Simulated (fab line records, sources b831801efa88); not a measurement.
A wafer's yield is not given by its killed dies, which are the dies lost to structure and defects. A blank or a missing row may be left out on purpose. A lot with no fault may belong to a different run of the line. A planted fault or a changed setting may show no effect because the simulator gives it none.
The tool behind it: which one? ; flow sky130 ; 42 wafers sampled from 14 lots at 1 step of a route of 708

## WHAT THE GAUGES SHOWED, per wafer
The record lacks any reading of a measuring or inspecting step that a usual standard deviation could be used to judge.

## TOOL THAT RAN EACH LOT (tool first, then ch and the chambers of the sampled wafers, then the start)
lot;SKY_LI_CONTACT_SPUTTER_20
L539;pvd sputter-01, day 29 03:10
L540;pvd sputter-01, day 29 10:14
L541;pvd sputter-03, day 30 01:41
L544;pvd sputter-03, day 30 17:04
L543;pvd sputter-02, day 30 17:41
L542;pvd sputter-02, day 30 18:56
L545;pvd sputter-03, day 30 22:51
L546;pvd sputter-01, day 31 18:37
L552;pvd sputter-01, day 33 10:49
L553;pvd sputter-03, day 33 18:14
L556;pvd sputter-03, day 34 21:01
L559;pvd sputter-02, day 35 12:35
L560;pvd sputter-01, day 35 13:32
L561;pvd sputter-01, day 35 22:14
- SKY_LI_CONTACT_SPUTTER_20: material TiN, target thk 20 nm, time 80 s.

## WHAT THE TOOLS THEMSELVES READ (means of the sampled wafers that have a number; where no wafer has one, the mark that the record gives instead)
SKY_LI_CONTACT_SPUTTER_20. Usual: chamber pressure pa 5.001 Pa, standard deviation 0.0097; throttle valve pct 29.8 %, standard deviation 0.76.
lot;tool;chamber pressure pa (Pa);throttle valve pct (%);flag
L539;pvd sputter-01;4.997;30.2;
L540;pvd sputter-01;4.991;29.7;
L541;pvd sputter-03;4.993;29.4;
L544;pvd sputter-03;5.003;29.1;
L543;pvd sputter-02;5.000;30.7;
L542;pvd sputter-02;5.003;30.8;
L545;pvd sputter-03;4.995;29.2;
L546;pvd sputter-01;5.007;29.2;
L552;pvd sputter-01;5.007;29.4;
L553;pvd sputter-03;3.896;32.9;OFF
L556;pvd sputter-03;3.882;34.3;OFF
L559;pvd sputter-02;4.998;30.4;
L560;pvd sputter-01;4.996;29.6;
L561;pvd sputter-01;4.998;29.6;

## THE ANSWER, worked out from the rows above alone
Rule: lot off if the mean of its wafers having a number is beyond 3 standard deviations from the usual mean. Also off: a lot with no number at a reading for which 4 or more lots have one. All remaining lots with rows at the step are treated as sound. After the gauges, taken in route order, come the tools' own readings; for these a lot's mean is taken, as printed above. At the first step where some lot is off, the reading lying furthest off is the one used; lots without a number count as furthest.
Off: L553, L556 (SKY_LI_CONTACT_SPUTTER_20, chamber pressure pa).
A tool fits if, at that step or a process step before it, it ran every lot that is off, and no sound lot after the first of them. One fits: pvd sputter-03 at SKY_LI_CONTACT_SPUTTER_20. A fault onset in the window from L545 (day 30 22:51, its last sound lot) to L553 (day 33 18:14, its first lot off) fits.
The tool's own readings at SKY_LI_CONTACT_SPUTTER_20 bear it out: on the lots that are off they differ by more than 5 times the standard deviation of the sound lots' means. chamber pressure pa reads 3.889 Pa there against 4.999 Pa on the sound lots; throttle valve pct reads 33.6 % there against 29.8 % on the sound lots.

## WHAT THE SIMULATOR HAD PUT IN
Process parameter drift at SKY_LI_CONTACT_SPUTTER_20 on pvd sputter-03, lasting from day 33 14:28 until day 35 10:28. A move of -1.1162 in setting chamber pressure pa, from 5. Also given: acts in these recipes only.
Struck lots among those shown: L553, L556. The rule given above showed the same thing.
